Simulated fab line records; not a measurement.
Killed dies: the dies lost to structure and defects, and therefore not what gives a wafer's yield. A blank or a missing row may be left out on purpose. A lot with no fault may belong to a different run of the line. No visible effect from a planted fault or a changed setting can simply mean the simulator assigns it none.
Matching of chambers :: flow sky130 :: cmp-02 running SKY_VIA4_CMP_21: 4 sister chambers
The step polishes, stops on SiO2, t overpolish 25 s, target thk 0 nm. 8 wafers are shown with their chamber, then 9 later ones without.

EACH WAFER AND ITS CHAMBER
wafer: L695.2
chamber: 3
motorCurrentA (A): 11.0
timeToEndpointS (s): 128

wafer: L699.2
chamber: 1
motorCurrentA (A): 10.1
timeToEndpointS (s): 125

wafer: L699.3
chamber: 3
motorCurrentA (A): 11.7
timeToEndpointS (s): 117

wafer: L703.1
chamber: 0
motorCurrentA (A): 10.1
timeToEndpointS (s): 121

wafer: L703.6
chamber: 0
motorCurrentA (A): 9.7
timeToEndpointS (s): 121

wafer: L707.1
chamber: 2
motorCurrentA (A): 10.6
timeToEndpointS (s): 126

wafer: L707.2
chamber: 1
motorCurrentA (A): 10.5
timeToEndpointS (s): 121

wafer: L707.5
chamber: 2
motorCurrentA (A): 10.5
timeToEndpointS (s): 125

WAFERS WHOSE CHAMBER IS MISSING
wafer: L708.4
motorCurrentA (A): 9.9
timeToEndpointS (s): 124

wafer: L708.5
motorCurrentA (A): 12.1
timeToEndpointS (s): 124

wafer: L708.6
motorCurrentA (A): 10.5
timeToEndpointS (s): 130

wafer: L709.2
motorCurrentA (A): 11.5
timeToEndpointS (s): 125

wafer: L709.3
motorCurrentA (A): 10.4
timeToEndpointS (s): 131

wafer: L709.6
motorCurrentA (A): 10.0
timeToEndpointS (s): 122

wafer: L716.2
motorCurrentA (A): 10.9
timeToEndpointS (s): 139

wafer: L716.3
motorCurrentA (A): 10.5
timeToEndpointS (s): 138

wafer: L716.6
motorCurrentA (A): 10.4
timeToEndpointS (s): 137

CHAMBER TAKEN BY EACH
wafer: L708.4
from the rows above: can't be placed: 0 or 1 or 2
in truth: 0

wafer: L708.5
from the rows above: 3
in truth: 3

wafer: L708.6
from the rows above: can't be placed: 2 or 1 or 0
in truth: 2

wafer: L709.2
from the rows above: 3
in truth: 3

wafer: L709.3
from the rows above: can't be placed: 2 or 1 or 0
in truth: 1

wafer: L709.6
from the rows above: can't be placed: 0 or 1 or 2
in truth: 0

wafer: L716.2
from the rows above: can't be placed: 2 or 3 or 1 or 0
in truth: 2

wafer: L716.3
from the rows above: can't be placed: 2 or 1 or 0 or 3
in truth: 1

wafer: L716.6
from the rows above: can't be placed: 2 or 1 or 0 or 3
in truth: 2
Placed correctly: 2 of 9. From these rows, 7 cannot be placed; in 7 the true chamber is one of the candidates. Number placed wrongly: 0.
How it was worked out, from the rows above alone: a wafer's distance from a chamber is the root of the sum, over the readings, of the square of ((its reading less the chamber's mean) divided by the reading's scatter). If the next closest chamber is less than 2 further off than the closest, the wafer can't be placed; otherwise it belongs to the closest. For every chamber, the mean is computed from those of its wafers that are shown. The scatter: take each reading less its chamber's mean, square it, sum over the shown wafers, divide by the number of wafers less the number of chambers, and take the root.
